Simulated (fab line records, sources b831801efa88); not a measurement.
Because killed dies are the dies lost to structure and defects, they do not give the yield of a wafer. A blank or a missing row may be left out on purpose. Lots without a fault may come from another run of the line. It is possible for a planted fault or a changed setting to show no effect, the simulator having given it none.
fab line records    flow sky130
record lots=13  wafers=39  last_day=50
route steps=708 shown VT_ADJUST_LVTN@106 VT_ADJUST_NCORE@125
lots that met no fault: from a run of the same line without faults
start_h: start of the lot's first displayed wafer, in hours after the record's first day    wait_h: how many hours have passed since the lot's step before this one    " repeats the value in the row above    L1.1+2: a row that stands for several wafers    - value missing, or start not given    * or withheld: withheld    < > ~ a bound
route shown NAME@n: names a module that has steps shown in the file, with the first one's number in the route    usual: the fault-free wafers' mean and standard deviation    same: alike in all rows    chamber/n: place in a boat    sites: the reading at each site    _std_site: the values' standard deviation    _edge_site: mean of outer sites minus mean of inner sites    radius_mm: for every site, how far away it sits from the centre of the wafer    mask NAME#n: copy n    behind: tool/chamber where the wafer was last shaped    hold: what put the lot on hold/how long, in hours/how the hold closed    device: which transistor (n, p or np) failed to switch    end of line: the tests these same wafers got at the end of their route    step lacking rows: just its recipe    killed: at the first sort, the dies lost to defects and structure; wafer yield is something else    map: dies across one wafer; x = killed, . = not, _ = none there
set.NAME: the setting the step ran with; set.NAME@STEP: the setting that earlier step ran with    model.NAME: the simulator's own value behind a step, which no gauge read
route steps across a sampled set of lots; one table per step, one row per wafer
services: a tool's chamber out of use, with start hour (start_h, from the record's first day; less than 0 if before it), hours out, and reason
## steps
# step SKY_VT_ADJUST_LVTN_STRIP_09
# recipe chemistry=O2/N2  power_w=1400  pressure_mtorr=1500  platen_temp_c=withheld  o2_flow_sccm=3000  n2_flow_sccm=300  overash_fraction=0.5
# usual drypump_motor_current_A=5.8/0.49  oes_product_au=0.722/0.0045  strip_time_to_endpoint_s=36.91/0.11
lot.wafer  tool             chamber  start_h  wait_h  drypump_motor_current_A  oes_product_au  rf_hours_counter_h  strip_time_to_endpoint_s
L523.1     plasma_asher-01  0        144.89   0.1     6.1                      0.725           47                  36.95
L523.3     "                1        "        "       5.7                      0.718           -                   36.88
L523.6     "                1        "        "       5.7                      0.725           -                   37.05
L524.1     plasma_asher-04  1        150.89   0.1     5.5                      0.719           3                   36.92
L524.4     "                1        "        "       5.5                      0.720           -                   37.06
L524.5     "                1        "        "       5.5                      0.722           -                   36.86
L525.1     plasma_asher-01  0        153.64   0.1     6.1                      0.723           48                  36.81
L525.2     "                1        "        "       5.7                      0.725           48                  36.76
L525.4     "                0        "        "       6.1                      0.722           -                   36.93
L527.1     plasma_asher-04  0        165.14   0.1     6.6                      0.727           5                   36.86
L527.3     "                1        "        "       5.5                      0.725           -                   37.04
L527.6     "                0        "        "       6.6                      0.720           -                   37.03
L528.1     plasma_asher-02  1        172.51   0.1     6.1                      0.723           37                  36.87
L528.4     "                0        "        "       4.9                      0.724           -                   36.88
L528.6     "                0        "        "       4.9                      0.720           -                   36.80
L529.1     plasma_asher-02  0        182.51   0.1     4.9                      0.718           38                  36.87
L529.2     "                1        "        "       6.2                      0.715           38                  36.95
L529.6     "                1        "        "       6.1                      0.724           -                   36.89
L530.1     plasma_asher-02  1        187.24   0.1     6.2                      0.722           38                  36.90
L530.4     "                0        "        "       4.9                      0.721           -                   36.78
L530.5     "                1        "        "       6.2                      0.731           -                   36.89
L531.3     plasma_asher-02  0        190.53   0.1     4.9                      0.710           -                   36.82
L531.5     "                1        "        "       6.1                      0.721           -                   36.96
L531.6     "                0        "        "       4.9                      0.724           -                   36.83
L532.1     plasma_asher-02  0        202.74   0.1     4.9                      0.722           40                  37.06
L532.2     "                1        "        "       6.1                      0.730           40                  37.05
L532.5     "                1        "        "       6.1                      0.721           -                   37.09
L533.2     plasma_asher-01  1        210.26   0.1     5.7                      0.727           54                  36.71
L533.4     "                1        "        "       5.7                      0.729           -                   36.76
L533.6     "                0        "        "       6.1                      0.719           -                   36.82
L538.3     plasma_asher-01  0        241.68   0.1     6.1                      0.719           -                   36.94
L538.4     "                1        "        "       5.7                      0.723           -                   36.94
L538.5     "                1        "        "       5.7                      0.720           -                   36.99
L545.1     plasma_asher-02  1        285.84   0.1     6.2                      0.720           48                  37.00
L545.2     "                0        "        "       4.9                      0.722           48                  36.95
L545.3     "                0        "        "       4.9                      0.718           -                   36.92
L546.1     plasma_asher-01  0        291.89   0.1     6.1                      0.725           61                  36.92
L546.4     "                0        "        "       6.1                      0.718           -                   36.95
L546.5     "                1        "        "       5.7                      0.725           -                   37.04
# step SKY_VT_ADJUST_NCORE_DEVELOP_06
# recipe resist=NOVOLAK  developer=TMAH  develop_time_s=60  dev_temp_c=23
lot.wafer   tool            chamber  start_h  wait_h
L523.1+3+6  litho_track-01  0        185.90   0.1
L524.1+4+5  litho_track-01  0        191.85   0.1
L525.1+2+4  litho_track-04  0        195.73   0.1
L527.1+3+6  litho_track-04  0        207.38   0.1
L528.1+4+6  litho_track-01  0        216.05   0.1
L529.1+2+6  litho_track-02  0        226.69   0.1
L530.1+4+5  litho_track-02  0        231.54   0.1
L531.3+5+6  litho_track-02  0        235.49   0.1
L532.1+2+5  litho_track-04  0        246.33   0.1
L533.2+4+6  litho_track-02  0        255.86   0.1
L538.3+4+5  litho_track-02  0        291.54   0.1
L545.1+2+3  litho_track-02  0        339.04   0.1
L546.1+4+5  litho_track-04  0        345.13   0.1
# step SKY_VT_ADJUST_NCORE_CD_MEAS_07
# recipe target_cd_nm=380
# usual cd_nm=379.5/2.5
lot.wafer  tool       chamber  start_h  wait_h  cd_nm
L523.1     cd_sem-02  -        186.05   0.1     381.4
L523.3     "          -        "        "       381.1
L523.6     "          -        "        "       381.7
L524.1     cd_sem-01  -        192.00   0.1     378.3
L524.4     "          -        "        "       377.1
L524.5     "          -        "        "       379.4
L525.1     cd_sem-01  -        195.88   0.1     377.0
L525.2     "          -        "        "       377.1
L525.4     "          -        "        "       376.3
L527.1     cd_sem-02  -        207.53   0.1     381.2
L527.3     "          -        "        "       382.5
L527.6     "          -        "        "       379.3
L528.1     cd_sem-02  -        216.20   0.1     377.7
L528.4     "          -        "        "       375.4
L528.6     "          -        "        "       378.5
L529.1     cd_sem-01  -        226.84   0.1     382.0
L529.2     "          -        "        "       382.0
L529.6     "          -        "        "       382.7
L530.1     cd_sem-02  -        231.69   0.1     379.0
L530.4     "          -        "        "       380.3
L530.5     "          -        "        "       378.7
L531.3     cd_sem-01  -        235.63   0.1     381.9
L531.5     "          -        "        "       382.5
L531.6     "          -        "        "       380.9
L532.1     cd_sem-02  -        246.48   0.1     381.2
L532.2     "          -        "        "       383.2
L532.5     "          -        "        "       382.1
L533.2     cd_sem-01  -        256.01   0.1     384.3
L533.4     "          -        "        "       383.7
L533.6     "          -        "        "       382.8
L538.3     cd_sem-01  -        291.68   0.1     375.5
L538.4     "          -        "        "       376.0
L538.5     "          -        "        "       378.2
L545.1     cd_sem-01  -        339.19   0.1     371.6
L545.2     "          -        "        "       370.3
L545.3     "          -        "        "       372.3
L546.1     cd_sem-01  -        345.28   0.1     374.3
L546.4     "          -        "        "       378.8
L546.5     "          -        "        "       376.7
# step SKY_VT_ADJUST_NCORE_OVL_MEAS_08
# usual VT_ADJUST_NCORE_OVL=-2.0/1.2
lot.wafer  tool        chamber  start_h  wait_h  VT_ADJUST_NCORE_OVL[nm]
L523.1     overlay-02  -        186.17   0.1     -2.8
L523.3     "           -        "        "       -2.7
L523.6     "           -        "        "       -2.1
L524.1     overlay-01  -        192.12   0.1     -2.9
L524.4     "           -        "        "       -2.7
L524.5     "           -        "        "       -3.5
L525.1     overlay-02  -        196.00   0.1     0.8
L525.2     "           -        "        "       -1.4
L525.4     "           -        "        "       -1.0
L527.1     overlay-02  -        207.65   0.1     -4.0
L527.3     "           -        "        "       -4.2
L527.6     "           -        "        "       -1.6
L528.1     overlay-01  -        216.32   0.1     -2.9
L528.4     "           -        "        "       -1.9
L528.6     "           -        "        "       -4.0
L529.1     overlay-02  -        226.96   0.1     -2.2
L529.2     "           -        "        "       -2.5
L529.6     "           -        "        "       -2.2
L530.1     overlay-01  -        231.81   0.1     -3.0
L530.4     "           -        "        "       -0.9
L530.5     "           -        "        "       -1.7
L531.3     overlay-02  -        235.72   0.1     -1.9
L531.5     "           -        "        "       -1.8
L531.6     "           -        "        "       -3.3
L532.1     overlay-02  -        246.60   0.1     -2.6
L532.2     "           -        "        "       -1.4
L532.5     "           -        "        "       -2.2
L533.2     overlay-01  -        256.11   0.1     0.2
L533.4     "           -        "        "       -1.7
L533.6     "           -        "        "       -2.2
L538.3     overlay-02  -        291.77   0.1     -0.8
L538.4     "           -        "        "       -1.3
L538.5     "           -        "        "       -1.0
L545.1     overlay-02  -        339.31   0.1     -1.1
L545.2     "           -        "        "       -2.0
L545.3     "           -        "        "       -2.5
L546.1     overlay-01  -        345.40   0.1     -2.4
L546.4     "           -        "        "       -1.4
L546.5     "           -        "        "       -2.5
# step SKY_VT_ADJUST_NCORE_TW_MEAS_11
# usual VT_ADJUST_NCORE_TW=218.9/1.9
lot.wafer  tool           chamber  start_h  wait_h  VT_ADJUST_NCORE_TW
L523.1     film_metro-01  -        186.46   0.1     217.7
L523.3     "              -        "        "       217.9
L523.6     "              -        "        "       218.1
L524.1     film_metro-01  -        192.41   0.1     218.7
L524.4     "              -        "        "       219.4
L524.5     "              -        "        "       218.7
L525.1     film_metro-01  -        196.28   0.1     218.7
L525.2     "              -        "        "       218.9
L525.4     "              -        "        "       219.8
L527.1     film_metro-01  -        207.93   0.1     220.5
L527.3     "              -        "        "       217.2
L527.6     "              -        "        "       218.6
L528.1     film_metro-02  -        216.61   0.1     221.7
L528.4     "              -        "        "       221.2
L528.6     "              -        "        "       222.2
L529.1     film_metro-02  -        227.39   0.1     219.8
L529.2     "              -        "        "       220.4
L529.6     "              -        "        "       219.5
L530.1     film_metro-01  -        232.09   0.1     219.0
L530.4     "              -        "        "       219.9
L530.5     "              -        "        "       218.9
L531.3     film_metro-04  -        236.01   0.1     215.2
L531.5     "              -        "        "       215.6
L531.6     "              -        "        "       214.9
L532.1     film_metro-01  -        246.88   0.1     217.9
L532.2     "              -        "        "       218.5
L532.5     "              -        "        "       218.1
L533.2     film_metro-01  -        256.40   0.1     219.3
L533.4     "              -        "        "       218.8
L533.6     "              -        "        "       217.9
L538.3     film_metro-04  -        292.06   0.1     216.3
L538.4     "              -        "        "       217.4
L538.5     "              -        "        "       217.7
L545.1     film_metro-04  -        339.59   0.1     216.5
L545.2     "              -        "        "       216.8
L545.3     "              -        "        "       216.5
L546.1     film_metro-02  -        345.68   0.1     219.0
L546.4     "              -        "        "       219.7
L546.5     "              -        "        "       219.6
## services
tool             chamber  start_h  hours  kind
plasma_asher-01  -        137.87   3.3    repair
plasma_asher-02  -        323.51   1.4    repair
plasma_asher-02  -        340.82   8.3    repair
## key
first_sign step=SKY_VT_ADJUST_NCORE_CD_MEAS_07  reading=cd_nm  direction=down  sigmas=3.3  usual=379.5  struck=371.4
effect none on later readings
met_at SKY_VT_ADJUST_NCORE_DEVELOP_06
struck_lots L545
tester_left_out L545
not_acting_at SKY_VT_ADJUST_LVTN_STRIP_09,SKY_VT_ADJUST_NCORE_OVL_MEAS_08,SKY_VT_ADJUST_NCORE_TW_MEAS_11
onset_between 291.54 339.04
fault kind=process_parameter_drift  tool=litho_track-02  chamber=-  onset_h=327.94  steps=SKY_VT_ADJUST_NCORE_DEVELOP_06  channel=develop_time_s  offset=*  shape=step  end_h=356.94  acts_in=*  stated=*
# tester_left_out: of these lots the tester's yield and bins aren't shown, on N5 and GAA mostly nor the transistor test; their killed dies are dies lost to structure and defects alone, not to doping, threshold or leakage, so they don't give the yield
